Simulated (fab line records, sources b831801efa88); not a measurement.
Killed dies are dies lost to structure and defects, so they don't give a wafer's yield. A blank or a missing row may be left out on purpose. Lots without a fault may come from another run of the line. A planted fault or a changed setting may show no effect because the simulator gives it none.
fab line records | flow gf180mcu
record lots=5 wafers=15 last_day=34
route steps=602 shown MVPSD@86 VT_IMPLANT@90
lots that met no fault: from a run of the same line without faults
start_h: hours from the record's first day to the start of the lot's first wafer shown | wait_h: hours since the lot's step before | " the same as in the row above | L1.1+2: a row that stands for several wafers | - no value, or no start given | * or withheld: withheld | < > ~ a bound
route shown NAME@n: a module of which the file shows steps, and the number in the route of the first | usual: mean/standard deviation of fault-free wafers | same: alike in all rows | chamber/n: place in a boat | sites: the reading at each site | _std_site: their standard deviation | _edge_site: outer sites' mean less inner sites' | radius_mm: how far each site lies from the wafer's centre | mask NAME#n: copy n | behind: the tool/chamber that last shaped the wafer | hold: why the lot was held/for how many hours/how that ended | device: the transistor (n, p or np) that didn't switch | end of line: the same wafers' tests at the end of the route | a step without rows: its recipe alone | killed: dies lost to structure and defects at the first sort, not the wafer's yield | map: a wafer's dies, x killed, . not, _ none there
set.NAME: the setting as run; set.NAME@STEP: as run at that earlier step | model.NAME: the simulator's own value behind a step, which no gauge read
lots at some steps of the route; a table a step, a row a wafer
services: from which hour (start_h, from the record's first day; less than 0 if before it) a tool's chamber was out of use, for how many hours, and why
## steps
# step GF_MVPSD_IMPLANT_08
# recipe species=B energy_kev=170 dose_cm2=1.5e+13 tilt_deg=0
# columns lot.wafer tool chamber start_h wait_h
L074.1+2+5 implanter-01 0 97.45 0.0
L076.1+4+5 implanter-03 0 107.53 0.0
L087.1+2+4 implanter-03 0 174.78 0.0
L096.2+3+5 implanter-04 0 231.93 0.0
L097.1+2+5 implanter-03 0 239.83 0.0
# step GF_MVPSD_IMPLANT_09
# recipe species=B energy_kev=40 dose_cm2=5e+12 tilt_deg=0
# columns lot.wafer tool chamber start_h wait_h
L074.1+2+5 implanter-01 0 97.60 0.1
L076.1+4+5 implanter-03 0 107.68 0.1
L087.1+2+4 implanter-03 0 174.93 0.1
L096.2+3+5 implanter-04 0 232.08 0.1
L097.1+2+5 implanter-03 0 239.98 0.1
# step GF_MVPSD_STRIP_10
# recipe chemistry=O2/N2 power_w=1400 pressure_mtorr=1500 platen_temp_c=250 o2_flow_sccm=3000 n2_flow_sccm=300 overash_fraction=0.5
# usual drypump_motor_current_A=6.1/0.53 heater_power_w=332/16 oes_product_au=0.723/0.0044 strip_time_to_endpoint_s=36.95/0.1
# same overash_fraction=0.5
# columns lot.wafer tool chamber start_h wait_h drypump_motor_current_A heater_power_w oes_product_au rf_hours_counter_h strip_time_to_endpoint_s
L074.1 plasma_asher-02 1 97.75 0.1 6.3 356 0.725 49 36.89
L074.2 " 0 " " 6.7 319 0.719 49 36.85
L074.5 " 1 " " 6.3 347 0.715 - 36.86
L076.1 plasma_asher-03 1 107.83 0.1 6.5 347 0.729 32 37.06
L076.4 " 1 " " 6.5 343 0.725 - 36.96
L076.5 " 1 " " 6.4 336 0.727 - 36.99
L087.1 plasma_asher-03 1 175.08 0.1 6.5 345 0.727 39 36.98
L087.2 " 0 " " 5.3 321 0.716 39 37.03
L087.4 " 0 " " 5.3 314 0.718 - 37.01
L096.2 plasma_asher-01 0 232.20 0.1 6.4 344 0.716 57 36.86
L096.3 " 0 " " 6.4 334 0.728 - 36.79
L096.5 " 1 " " 5.6 317 0.724 - 36.81
L097.1 plasma_asher-02 1 240.13 0.1 6.3 354 0.721 12 36.96
L097.2 " 0 " " 6.7 318 0.728 12 37.08
L097.5 " 1 " " 6.3 355 0.729 - 37.07
# step GF_MVPSD_TW_MEAS_11
# usual MVPSD_TW=559/3.3
# columns lot.wafer tool chamber start_h wait_h MVPSD_TW
L074.1 film_metro-04 - 97.85 0.1 563
L074.2 " - " " 564
L074.5 " - " " 564
L076.1 film_metro-02 - 107.93 0.1 556
L076.4 " - " " 557
L076.5 " - " " 559
L087.1 film_metro-04 - 175.18 0.1 561
L087.2 " - " " 560
L087.4 " - " " 560
L096.2 film_metro-02 - 232.31 0.1 563
L096.3 " - " " 558
L096.5 " - " " 562
L097.1 film_metro-04 - 240.23 0.1 560
L097.2 " - " " 559
L097.5 " - " " 558
# step GF_VT_IMPLANT_DEHYDRATE_00
# recipe temp_c=200 time_s=60
# usual resist_line_temp_C=23.02/0.11
# columns lot.wafer tool chamber start_h wait_h resist_line_temp_C
L074.1 litho_track-02 0 104.39 6.5 23.16
L074.2 " 0 " " 22.96
L074.5 " 0 " " 23.04
L076.1 litho_track-04 0 114.37 6.4 22.88
L076.4 " 0 " " 23.06
L076.5 " 0 " " 22.96
L087.1 litho_track-02 0 182.54 7.4 22.99
L087.2 " 0 " " 22.98
L087.4 " 0 " " 23.28
L096.2 litho_track-04 0 240.29 8.0 23.05
L096.3 " 0 " " 23.14
L096.5 " 0 " " 23.11
L097.1 litho_track-04 0 248.81 8.6 23.05
L097.2 " 0 " " 23.10
L097.5 " 0 " " 23.11
# step GF_VT_IMPLANT_HMDS_01
# recipe prime_time_s=60 prime_temp_c=120
# usual resist_line_temp_C=23.01/0.11
# columns lot.wafer tool chamber start_h wait_h resist_line_temp_C
L074.1 litho_track-02 0 104.54 0.1 22.97
L074.2 " 0 " " 22.85
L074.5 " 0 " " 22.92
L076.1 litho_track-04 0 114.52 0.1 23.16
L076.4 " 0 " " 23.17
L076.5 " 0 " " 23.05
L087.1 litho_track-02 0 182.69 0.1 23.16
L087.2 " 0 " " 23.04
L087.4 " 0 " " 23.11
L096.2 litho_track-04 0 240.44 0.1 22.98
L096.3 " 0 " " 23.14
L096.5 " 0 " " 23.01
L097.1 litho_track-04 0 248.96 0.1 22.82
L097.2 " 0 " " 22.83
L097.5 " 0 " " 22.96
# step GF_VT_IMPLANT_COAT_02
# recipe resist=NOVOLAK spin_rpm=3000 resist_thk_nm=1000
# usual resist_line_temp_C=23.00/0.1
# columns lot.wafer tool chamber start_h wait_h resist_line_temp_C
L074.1 litho_track-02 0 104.69 0.1 22.82
L074.2 " 0 " " 22.87
L074.5 " 0 " " 22.84
L076.1 litho_track-04 0 114.67 0.1 23.16
L076.4 " 0 " " 23.00
L076.5 " 0 " " 23.16
L087.1 litho_track-02 0 182.84 0.1 22.85
L087.2 " 0 " " 23.04
L087.4 " 0 " " 22.76
L096.2 litho_track-04 0 240.59 0.1 23.04
L096.3 " 0 " " 22.97
L096.5 " 0 " " 23.04
L097.1 litho_track-04 0 249.11 0.1 23.06
L097.2 " 0 " " 23.07
L097.5 " 0 " " 23.05
# step GF_VT_IMPLANT_SOFTBAKE_03
# recipe temp_c=90 time_s=60 resist=NOVOLAK
# usual resist_line_temp_C=22.98/0.12
# columns lot.wafer tool chamber start_h wait_h resist_line_temp_C
L074.1 litho_track-02 0 104.84 0.1 22.93
L074.2 " 0 " " 22.83
L074.5 " 0 " " 23.01
L076.1 litho_track-04 0 114.82 0.1 23.10
L076.4 " 0 " " 22.92
L076.5 " 0 " " 22.89
L087.1 litho_track-02 0 182.99 0.1 23.05
L087.2 " 0 " " 23.17
L087.4 " 0 " " 22.83
L096.2 litho_track-04 0 240.74 0.1 22.84
L096.3 " 0 " " 22.91
L096.5 " 0 " " 22.76
L097.1 litho_track-04 0 249.26 0.1 23.15
L097.2 " 0 " " 22.89
L097.5 " 0 " " 23.17
# step GF_VT_IMPLANT_EXPOSE_04
# recipe mask_id=LVPWELL_LV_AREA target_cd_nm=600 na=0.6 source_shape=conventional sigma_outer=0.6 dose_mj=140
# columns lot.wafer tool chamber start_h wait_h mask
L074.1+2+5 iline_stepper-02 0 - - LVPWELL_LV_AREA#0
L076.1+4+5 iline_stepper-02 0 - - LVPWELL_LV_AREA#0
L087.1+2+4 iline_stepper-02 0 - - LVPWELL_LV_AREA#0
L096.2+3+5 iline_stepper-01 0 - - LVPWELL_LV_AREA#0
L097.1+2+5 iline_stepper-02 0 - - LVPWELL_LV_AREA#0
# step GF_VT_IMPLANT_PEB_05
# recipe temp_c=withheld time_s=* resist=NOVOLAK
# usual resist_line_temp_C=*
# columns lot.wafer tool chamber start_h wait_h resist_line_temp_C
L074.1 litho_track-04 0 - - *
L074.2 " 0 " " *
L074.5 " 0 " " *
L076.1 litho_track-01 0 - - *
L076.4 " 0 " " *
L076.5 " 0 " " *
L087.1 litho_track-01 0 - - *
L087.2 " 0 " " *
L087.4 " 0 " " *
L096.2 litho_track-04 0 - - *
L096.3 " 0 " " *
L096.5 " 0 " " *
L097.1 litho_track-01 0 - - *
L097.2 " 0 " " *
L097.5 " 0 " " *
# step GF_VT_IMPLANT_DEVELOP_06
# recipe develop_time_s=60 dev_temp_c=23
# usual developer_temp_C=22.98/0.12 resist_line_temp_C=23.01/0.12
# columns lot.wafer tool chamber start_h wait_h developer_temp_C resist_line_temp_C
L074.1 litho_track-04 0 111.92 0.1 23.21 22.88
L074.2 " 0 " " 23.10 22.89
L074.5 " 0 " " 22.95 22.84
L076.1 litho_track-01 0 122.00 0.1 23.19 22.93
L076.4 " 0 " " 23.19 22.87
L076.5 " 0 " " 23.24 22.99
L087.1 litho_track-01 0 191.50 0.1 23.05 23.15
L087.2 " 0 " " 22.83 22.93
L087.4 " 0 " " 22.99 22.91
L096.2 litho_track-04 0 249.94 0.1 23.08 22.84
L096.3 " 0 " " 23.22 22.80
L096.5 " 0 " " 23.22 22.80
L097.1 litho_track-01 0 258.64 0.1 22.89 23.16
L097.2 " 0 " " 23.08 23.06
L097.5 " 0 " " 22.98 23.08
# step GF_VT_IMPLANT_OVL_MEAS_07
# usual VT_IMPLANT_OVL=-0.9/1.4
# columns lot.wafer tool chamber start_h wait_h VT_IMPLANT_OVL[nm]
L074.1 overlay-01 - 112.07 0.1 1.2
L074.2 " - " " -0.2
L074.5 " - " " 1.4
L076.1 overlay-02 - 122.15 0.1 -0.9
L076.4 " - " " -0.3
L076.5 " - " " -1.2
L087.1 overlay-01 - 191.65 0.1 0.0
L087.2 " - " " -1.6
L087.4 " - " " -2.4
L096.2 overlay-02 - 250.07 0.1 -1.1
L096.3 " - " " -1.7
L096.5 " - " " -2.6
L097.1 overlay-01 - 258.79 0.1 -1.0
L097.2 " - " " 0.3
L097.5 " - " " -1.2
# step GF_VT_IMPLANT_IMPLANT_08
# recipe species=BF2 energy_kev=20 dose_cm2=8.29e+12 tilt_deg=7
# columns lot.wafer tool chamber start_h wait_h
L074.1+2+5 implanter-02 0 112.10 0.0
L076.1+4+5 implanter-02 0 122.18 0.0
L087.1+2+4 implanter-02 0 191.68 0.0
L096.2+3+5 implanter-02 0 250.13 0.0
L097.1+2+5 implanter-04 0 258.83 0.0
# step GF_VT_IMPLANT_STRIP_09
# recipe chemistry=O2/N2 power_w=1400 pressure_mtorr=1500 platen_temp_c=250 o2_flow_sccm=3000 n2_flow_sccm=300 overash_fraction=0.5
# usual drypump_motor_current_A=6.0/0.42 heater_power_w=340/16 oes_product_au=0.716/0.0043 strip_time_to_endpoint_s=12.64/0.039
# same overash_fraction=0.5
# columns lot.wafer tool chamber start_h wait_h drypump_motor_current_A heater_power_w oes_product_au rf_hours_counter_h strip_time_to_endpoint_s
L074.1 plasma_asher-04 0 112.25 0.1 5.5 343 0.710 42 12.62
L074.2 " 1 " " 6.2 360 0.710 42 12.62
L074.5 " 1 " " 6.2 358 0.711 - 12.64
L076.1 plasma_asher-04 1 122.33 0.1 6.2 365 0.713 44 12.59
L076.4 " 0 " " 5.5 334 0.721 - 12.59
L076.5 " 0 " " 5.5 328 0.717 - 12.61
L087.1 plasma_asher-02 0 191.83 0.1 6.7 314 0.719 7 12.69
L087.2 " 1 " " 6.3 351 0.712 7 12.69
L087.4 " 0 " " 6.7 317 0.717 - 12.66
L096.2 plasma_asher-04 1 250.25 0.1 6.2 351 0.714 57 12.60
L096.3 " 1 " " 6.2 356 0.721 - 12.62
L096.5 " 1 " " 6.2 359 0.719 - 12.62
L097.1 plasma_asher-01 0 258.98 0.1 6.4 347 0.716 59 12.60
L097.2 " 1 " " 5.6 323 0.718 59 12.61
L097.5 " 0 " " 6.4 343 0.717 - 12.56
# step GF_VT_IMPLANT_TW_MEAS_10
# usual VT_IMPLANT_TW=566/3.9
# columns lot.wafer tool chamber start_h wait_h VT_IMPLANT_TW
L074.1 film_metro-02 - 112.35 0.1 564
L074.2 " - " " 563
L074.5 " - " " 567
L076.1 film_metro-03 - 122.43 0.1 563
L076.4 " - " " 563
L076.5 " - " " 565
L087.1 film_metro-02 - 191.93 0.1 567
L087.2 " - " " 566
L087.4 " - " " 566
L096.2 film_metro-03 - 250.36 0.1 560
L096.3 " - " " 559
L096.5 " - " " 561
L097.1 film_metro-03 - 259.08 0.1 562
L097.2 " - " " 562
L097.5 " - " " 560
# step GF_VT_IMPLANT_DEHYDRATE_11
# recipe temp_c=200 time_s=60
# usual resist_line_temp_C=23.00/0.089
# columns lot.wafer tool chamber start_h wait_h resist_line_temp_C
L074.1 litho_track-01 0 119.35 7.0 23.09
L074.2 " 0 " " 23.03
L074.5 " 0 " " 23.03
L076.1 litho_track-04 0 129.52 7.1 23.00
L076.4 " 0 " " 23.01
L076.5 " 0 " " 23.05
L087.1 litho_track-02 0 199.34 7.4 22.96
L087.2 " 0 " " 23.05
L087.4 " 0 " " 23.03
L096.2 litho_track-02 0 259.17 8.8 22.85
L096.3 " 0 " " 23.01
L096.5 " 0 " " 23.01
L097.1 litho_track-01 0 268.14 9.1 23.05
L097.2 " 0 " " 22.75
L097.5 " 0 " " 23.05
# step GF_VT_IMPLANT_HMDS_12
# recipe prime_time_s=60 prime_temp_c=120
# usual resist_line_temp_C=23.01/0.093
# columns lot.wafer tool chamber start_h wait_h resist_line_temp_C
L074.1 litho_track-01 0 119.50 0.1 22.96
L074.2 " 0 " " 22.85
L074.5 " 0 " " 23.04
L076.1 litho_track-04 0 129.67 0.1 22.88
L076.4 " 0 " " 23.12
L076.5 " 0 " " 22.95
L087.1 litho_track-02 0 199.49 0.1 22.99
L087.2 " 0 " " 23.05
L087.4 " 0 " " 22.97
L096.2 litho_track-02 0 259.32 0.1 22.97
L096.3 " 0 " " 22.96
L096.5 " 0 " " 22.90
L097.1 litho_track-01 0 268.29 0.1 22.99
L097.2 " 0 " " 23.15
L097.5 " 0 " " 23.01
# step GF_VT_IMPLANT_COAT_13
# recipe resist=NOVOLAK spin_rpm=3000 resist_thk_nm=1000
# usual resist_line_temp_C=23.01/0.12
# columns lot.wafer tool chamber start_h wait_h resist_line_temp_C
L074.1 litho_track-01 0 119.65 0.1 23.10
L074.2 " 0 " " 22.93
L074.5 " 0 " " 23.06
L076.1 litho_track-04 0 129.82 0.1 22.91
L076.4 " 0 " " 23.22
L076.5 " 0 " " 23.13
L087.1 litho_track-02 0 199.64 0.1 23.00
L087.2 " 0 " " 22.73
L087.4 " 0 " " 22.95
L096.2 litho_track-02 0 259.47 0.1 23.17
L096.3 " 0 " " 22.96
L096.5 " 0 " " 22.96
L097.1 litho_track-01 0 268.44 0.1 22.95
L097.2 " 0 " " 23.04
L097.5 " 0 " " 23.00
# step GF_VT_IMPLANT_SOFTBAKE_14
# recipe temp_c=90 time_s=60 resist=NOVOLAK
# usual resist_line_temp_C=23.01/0.11
# columns lot.wafer tool chamber start_h wait_h resist_line_temp_C
L074.1 litho_track-01 0 119.80 0.1 22.85
L074.2 " 0 " " 23.00
L074.5 " 0 " " 23.01
L076.1 litho_track-04 0 129.97 0.1 23.15
L076.4 " 0 " " 23.13
L076.5 " 0 " " 23.04
L087.1 litho_track-02 0 199.79 0.1 22.98
L087.2 " 0 " " 23.05
L087.4 " 0 " " 23.08
L096.2 litho_track-02 0 259.62 0.1 22.95
L096.3 " 0 " " 23.06
L096.5 " 0 " " 23.19
L097.1 litho_track-01 0 268.59 0.1 23.15
L097.2 " 0 " " 23.09
L097.5 " 0 " " 22.95
# step GF_VT_IMPLANT_EXPOSE_15
# recipe mask_id=Nwell_LV_AREA target_cd_nm=860 na=0.6 source_shape=conventional sigma_outer=0.6 dose_mj=140
# columns lot.wafer tool chamber start_h wait_h mask
L074.1+2+5 iline_stepper-01 0 - - Nwell_LV_AREA#0
L076.1+4+5 iline_stepper-02 0 - - Nwell_LV_AREA#0
L087.1+2+4 iline_stepper-01 0 - - Nwell_LV_AREA#0
L096.2+3+5 iline_stepper-01 0 - - Nwell_LV_AREA#0
L097.1+2+5 iline_stepper-01 0 - - Nwell_LV_AREA#0
# step GF_VT_IMPLANT_PEB_16
# recipe temp_c=withheld time_s=* resist=NOVOLAK
# usual resist_line_temp_C=*
# columns lot.wafer tool chamber start_h wait_h resist_line_temp_C
L074.1 litho_track-01 0 - - *
L074.2 " 0 " " *
L074.5 " 0 " " *
L076.1 litho_track-02 0 - - *
L076.4 " 0 " " *
L076.5 " 0 " " *
L087.1 litho_track-04 0 - - *
L087.2 " 0 " " *
L087.4 " 0 " " *
L096.2 litho_track-04 0 - - *
L096.3 " 0 " " *
L096.5 " 0 " " *
L097.1 litho_track-01 0 - - *
L097.2 " 0 " " *
L097.5 " 0 " " *
# step GF_VT_IMPLANT_DEVELOP_17
# recipe develop_time_s=60 dev_temp_c=23
# usual developer_temp_C=23.02/0.11 resist_line_temp_C=23.01/0.12
# columns lot.wafer tool chamber start_h wait_h developer_temp_C resist_line_temp_C
L074.1 litho_track-01 0 127.00 0.1 23.13 22.99
L074.2 " 0 " " 23.08 22.98
L074.5 " 0 " " 23.15 22.95
L076.1 litho_track-02 0 136.89 0.1 22.90 22.69
L076.4 " 0 " " 23.11 22.81
L076.5 " 0 " " 23.20 22.89
L087.1 litho_track-04 0 208.52 0.1 22.98 22.99
L087.2 " 0 " " 23.08 22.93
L087.4 " 0 " " 23.01 22.95
L096.2 litho_track-04 0 269.09 0.1 23.15 23.21
L096.3 " 0 " " 22.97 23.18
L096.5 " 0 " " 22.90 23.24
L097.1 litho_track-01 0 277.64 0.1 23.13 23.05
L097.2 " 0 " " 23.16 23.12
L097.5 " 0 " " 23.11 23.05
# step GF_VT_IMPLANT_OVL_MEAS_18
# usual VT_IMPLANT_01_OVL=-0.3/1.4
# columns lot.wafer tool chamber start_h wait_h VT_IMPLANT_01_OVL[nm]
L074.1 overlay-02 - 127.15 0.1 2.0
L074.2 " - " " -0.7
L074.5 " - " " 1.4
L076.1 overlay-01 - 137.04 0.1 0.8
L076.4 " - " " -0.5
L076.5 " - " " 0.6
L087.1 overlay-02 - 208.67 0.1 -1.0
L087.2 " - " " -1.7
L087.4 " - " " -0.7
L096.2 overlay-02 - 269.22 0.1 0.7
L096.3 " - " " 0.8
L096.5 " - " " -1.1
L097.1 overlay-02 - 277.79 0.1 -0.3
L097.2 " - " " -0.7
L097.5 " - " " 0.1
# step GF_VT_IMPLANT_IMPLANT_19
# recipe species=As energy_kev=100 dose_cm2=4.35e+12 tilt_deg=7
# columns lot.wafer tool chamber start_h wait_h
L074.1+2+5 implanter-03 0 127.18 0.0
L076.1+4+5 implanter-02 0 137.08 0.0
L087.1+2+4 implanter-04 0 208.70 0.0
L096.2+3+5 implanter-04 0 269.28 0.0
L097.1+2+5 implanter-03 0 277.83 0.0
# step GF_VT_IMPLANT_STRIP_20
# recipe chemistry=O2/N2 power_w=1400 pressure_mtorr=1500 platen_temp_c=250 o2_flow_sccm=3000 n2_flow_sccm=300 overash_fraction=0.5
# usual drypump_motor_current_A=6.1/0.44 heater_power_w=341/17 oes_product_au=0.716/0.0045 strip_time_to_endpoint_s=12.63/0.038
# same overash_fraction=0.5
# columns lot.wafer tool chamber start_h wait_h drypump_motor_current_A heater_power_w oes_product_au rf_hours_counter_h strip_time_to_endpoint_s
L074.1 plasma_asher-04 1 127.33 0.1 6.2 366 0.721 44 12.62
L074.2 " 0 " " 5.5 334 0.720 44 12.60
L074.5 " 0 " " 5.5 333 0.716 - 12.58
L076.1 plasma_asher-02 1 137.23 0.1 6.3 368 0.722 2 12.59
L076.4 " 1 " " 6.3 357 0.712 - 12.60
L076.5 " 1 " " 6.3 355 0.715 - 12.58
L087.1 plasma_asher-02 1 208.85 0.1 6.3 359 0.719 9 12.72
L087.2 " 0 " " 6.7 315 0.713 9 12.68
L087.4 " 1 " " 6.3 352 0.711 - 12.68
L096.2 plasma_asher-01 1 269.40 0.1 5.6 311 0.709 60 12.58
L096.3 " 0 " " 6.3 339 0.711 - 12.63
L096.5 " 0 " " 6.3 336 0.717 - 12.61
L097.1 plasma_asher-01 1 277.98 0.1 5.6 319 0.717 61 12.67
L097.2 " 0 " " 6.4 340 0.723 61 12.66
L097.5 " 0 " " 6.4 340 0.721 - 12.63
# step GF_VT_IMPLANT_TW_MEAS_21
# usual VT_IMPLANT_2_TW=1219/6.3
# columns lot.wafer tool chamber start_h wait_h VT_IMPLANT_2_TW
L074.1 film_metro-03 - 127.43 0.1 1216
L074.2 " - " " 1211
L074.5 " - " " 1210
L076.1 film_metro-03 - 137.33 0.1 1213
L076.4 " - " " 1217
L076.5 " - " " 1218
L087.1 film_metro-03 - 208.95 0.1 1221
L087.2 " - " " 1219
L087.4 " - " " 1216
L096.2 film_metro-01 - 269.51 0.1 1224
L096.3 " - " " 1221
L096.5 " - " " 1214
L097.1 film_metro-01 - 278.08 0.1 1220
L097.2 " - " " 1216
L097.5 " - " " 1221
# step GF_VT_IMPLANT_DEHYDRATE_22
# recipe temp_c=200 time_s=60
# usual resist_line_temp_C=23.01/0.12
# columns lot.wafer tool chamber start_h wait_h resist_line_temp_C
L074.1 litho_track-04 0 133.87 6.4 22.74
L074.2 " 0 " " 22.88
L074.5 " 0 " " 22.94
L076.1 litho_track-02 0 144.34 7.0 23.09
L076.4 " 0 " " 22.95
L076.5 " 0 " " 23.22
L087.1 litho_track-01 0 216.70 7.7 23.25
L087.2 " 0 " " 22.99
L087.4 " 0 " " 23.00
L096.2 litho_track-04 0 278.59 9.1 23.24
L096.3 " 0 " " 23.00
L096.5 " 0 " " 23.00
L097.1 litho_track-04 0 287.46 9.4 22.94
L097.2 " 0 " " 22.96
L097.5 " 0 " " 22.93
# step GF_VT_IMPLANT_HMDS_23
# recipe prime_time_s=60 prime_temp_c=120
# usual resist_line_temp_C=23.02/0.096
# columns lot.wafer tool chamber start_h wait_h resist_line_temp_C
L074.1 litho_track-04 0 134.02 0.1 22.94
L074.2 " 0 " " 22.90
L074.5 " 0 " " 22.86
L076.1 litho_track-02 0 144.49 0.1 23.06
L076.4 " 0 " " 22.94
L076.5 " 0 " " 23.00
L087.1 litho_track-01 0 216.85 0.1 23.00
L087.2 " 0 " " 22.98
L087.4 " 0 " " 23.06
L096.2 litho_track-04 0 278.74 0.1 23.03
L096.3 " 0 " " 22.96
L096.5 " 0 " " 23.01
L097.1 litho_track-04 0 287.61 0.1 23.02
L097.2 " 0 " " 23.10
L097.5 " 0 " " 23.00
# step GF_VT_IMPLANT_COAT_24
# recipe resist=NOVOLAK spin_rpm=3000 resist_thk_nm=1000
# usual resist_line_temp_C=22.99/0.1
# columns lot.wafer tool chamber start_h wait_h resist_line_temp_C
L074.1 litho_track-04 0 134.17 0.1 22.82
L074.2 " 0 " " 22.89
L074.5 " 0 " " 22.85
L076.1 litho_track-02 0 144.64 0.1 22.93
L076.4 " 0 " " 22.98
L076.5 " 0 " " 22.85
L087.1 litho_track-01 0 217.00 0.1 22.81
L087.2 " 0 " " 22.96
L087.4 " 0 " " 23.00
L096.2 litho_track-04 0 278.89 0.1 22.85
L096.3 " 0 " " 23.04
L096.5 " 0 " " 22.80
L097.1 litho_track-04 0 287.76 0.1 22.97
L097.2 " 0 " " 23.10
L097.5 " 0 " " 23.11
# step GF_VT_IMPLANT_SOFTBAKE_25
# recipe temp_c=90 time_s=60 resist=NOVOLAK
# usual resist_line_temp_C=22.97/0.09
# columns lot.wafer tool chamber start_h wait_h resist_line_temp_C
L074.1 litho_track-04 0 134.32 0.1 23.00
L074.2 " 0 " " 23.06
L074.5 " 0 " " 23.00
L076.1 litho_track-02 0 144.79 0.1 22.90
L076.4 " 0 " " 22.90
L076.5 " 0 " " 22.85
L087.1 litho_track-01 0 217.15 0.1 22.98
L087.2 " 0 " " 22.97
L087.4 " 0 " " 23.06
L096.2 litho_track-04 0 279.04 0.1 22.91
L096.3 " 0 " " 22.97
L096.5 " 0 " " 22.99
L097.1 litho_track-04 0 287.91 0.1 22.99
L097.2 " 0 " " 22.93
L097.5 " 0 " " 23.12
# step GF_VT_IMPLANT_EXPOSE_26
# recipe mask_id=LVPWELL_HV_AREA target_cd_nm=860 na=0.6 source_shape=conventional sigma_outer=0.6 dose_mj=140
# columns lot.wafer tool chamber start_h wait_h mask
L074.1+2+5 iline_stepper-02 0 - - LVPWELL_HV_AREA#0
L076.1+4+5 iline_stepper-01 0 - - LVPWELL_HV_AREA#0
L087.1+2+4 iline_stepper-02 0 - - LVPWELL_HV_AREA#0
L096.2+3+5 iline_stepper-02 0 - - LVPWELL_HV_AREA#0
L097.1+2+5 iline_stepper-01 0 - - LVPWELL_HV_AREA#0
# step GF_VT_IMPLANT_PEB_27
# recipe temp_c=withheld time_s=* resist=NOVOLAK
# usual resist_line_temp_C=*
# columns lot.wafer tool chamber start_h wait_h resist_line_temp_C
L074.1 litho_track-02 0 - - *
L074.2 " 0 " " *
L074.5 " 0 " " *
L076.1 litho_track-02 0 - - *
L076.4 " 0 " " *
L076.5 " 0 " " *
L087.1 litho_track-04 0 - - *
L087.2 " 0 " " *
L087.4 " 0 " " *
L096.2 litho_track-01 0 - - *
L096.3 " 0 " " *
L096.5 " 0 " " *
L097.1 litho_track-01 0 - - *
L097.2 " 0 " " *
L097.5 " 0 " " *
# step GF_VT_IMPLANT_DEVELOP_28
# recipe develop_time_s=60 dev_temp_c=23
# usual developer_temp_C=22.99/0.098 resist_line_temp_C=22.99/0.097
# columns lot.wafer tool chamber start_h wait_h developer_temp_C resist_line_temp_C
L074.1 litho_track-02 0 141.19 0.1 22.81 22.98
L074.2 " 0 " " 22.88 23.00
L074.5 " 0 " " 22.84 23.05
L076.1 litho_track-02 0 152.29 0.1 22.83 22.72
L076.4 " 0 " " 22.88 22.84
L076.5 " 0 " " 22.89 22.92
L087.1 litho_track-04 0 226.07 0.1 22.96 23.00
L087.2 " 0 " " 22.95 23.00
L087.4 " 0 " " 23.05 22.96
L096.2 litho_track-01 0 289.07 0.1 23.10 23.02
L096.3 " 0 " " 22.93 22.97
L096.5 " 0 " " 22.84 22.98
L097.1 litho_track-01 0 297.34 0.1 22.94 23.06
L097.2 " 0 " " 23.04 23.00
L097.5 " 0 " " 23.14 23.03
# step GF_VT_IMPLANT_OVL_MEAS_29
# usual VT_IMPLANT_02_OVL=-1.2/1.6
# columns lot.wafer tool chamber start_h wait_h VT_IMPLANT_02_OVL[nm]
L074.1 overlay-01 - 141.34 0.1 0.1
L074.2 " - " " 0.0
L074.5 " - " " 0.0
L076.1 overlay-01 - 152.44 0.1 -1.2
L076.4 " - " " -2.2
L076.5 " - " " -2.0
L087.1 overlay-01 - 226.22 0.1 1.9
L087.2 " - " " 0.5
L087.4 " - " " -0.7
L096.2 overlay-02 - 289.20 0.1 -2.4
L096.3 " - " " -1.6
L096.5 " - " " -0.5
L097.1 overlay-02 - 297.49 0.1 -0.9
L097.2 " - " " -1.3
L097.5 " - " " -1.8
# step GF_VT_IMPLANT_IMPLANT_30
# recipe species=B energy_kev=25 dose_cm2=2.534e+12 tilt_deg=7
# columns lot.wafer tool chamber start_h wait_h
L074.1+2+5 implanter-04 0 141.38 0.0
L076.1+4+5 implanter-04 0 152.48 0.0
L087.1+2+4 implanter-04 0 226.25 0.0
L096.2+3+5 implanter-04 0 289.26 0.0
L097.1+2+5 implanter-04 0 297.53 0.0
# step GF_VT_IMPLANT_STRIP_31
# recipe chemistry=O2/N2 power_w=1400 pressure_mtorr=1500 platen_temp_c=250 o2_flow_sccm=3000 n2_flow_sccm=300 overash_fraction=0.5
# usual drypump_motor_current_A=6.0/0.41 heater_power_w=339/16 oes_product_au=0.716/0.005 strip_time_to_endpoint_s=12.62/0.035
# same overash_fraction=0.5
# columns lot.wafer tool chamber start_h wait_h drypump_motor_current_A heater_power_w oes_product_au rf_hours_counter_h strip_time_to_endpoint_s
L074.1 plasma_asher-02 1 141.53 0.1 6.3 359 0.724 2 12.59
L074.2 " 0 " " 6.7 317 0.724 2 12.60
L074.5 " 0 " " 6.7 318 0.713 - 12.58
L076.1 plasma_asher-04 1 152.63 0.1 6.2 356 0.714 47 12.62
L076.4 " 0 " " 5.6 339 0.716 - 12.59
L076.5 " 1 " " 6.2 360 0.724 - 12.57
L087.1 plasma_asher-01 1 226.40 0.1 5.6 319 0.716 56 12.64
L087.2 " 0 " " 6.3 345 0.712 56 12.58
L087.4 " 1 " " 5.6 324 0.724 - 12.66
L096.2 plasma_asher-04 0 289.38 0.1 5.5 339 0.708 62 12.60
L096.3 " 1 " " 6.2 356 0.718 - 12.58
L096.5 " 0 " " 5.5 342 0.723 - 12.56
L097.1 plasma_asher-01 1 297.68 0.1 5.6 317 0.722 64 12.65
L097.2 " 0 " " 6.4 333 0.713 64 12.62
L097.5 " 0 " " 6.3 340 0.720 - 12.62
## services
# columns tool chamber start_h hours kind
implanter-03 - 84.95 5.9 repair
litho_track-04 - 98.68 - consumable_replace:filter
implanter-03 - 108.42 3.7 pm
plasma_asher-02 - 108.75 9.0 pm
plasma_asher-02 0 108.75 9.0 vent_cycle
implanter-04 - 115.04 11.6 repair
iline_stepper-02 - 117.54 0.8 pm
iline_stepper-02 - 131.70 1.7 pm
implanter-04 - 135.41 5.5 repair
iline_stepper-02 0 137.26 - calibration
iline_stepper-01 0 148.14 - calibration
plasma_asher-03 - 151.24 1.9 repair
litho_track-02 - 175.80 - consumable_replace:filter
plasma_asher-02 - 176.74 6.5 pm
plasma_asher-01 - 235.82 14.0 repair
iline_stepper-01 - 236.09 1.6 repair
plasma_asher-02 - 248.36 1.0 repair
plasma_asher-02 - 249.38 14.6 pm
iline_stepper-02 - 252.32 8.9 pm
iline_stepper-02 - 266.88 0.8 repair
plasma_asher-02 - 271.54 22.0 repair
iline_stepper-01 - 278.50 2.1 pm
iline_stepper-01 - 280.58 - consumable_replace:lamp
implanter-02 - 283.52 4.5 pm
## key
fault none
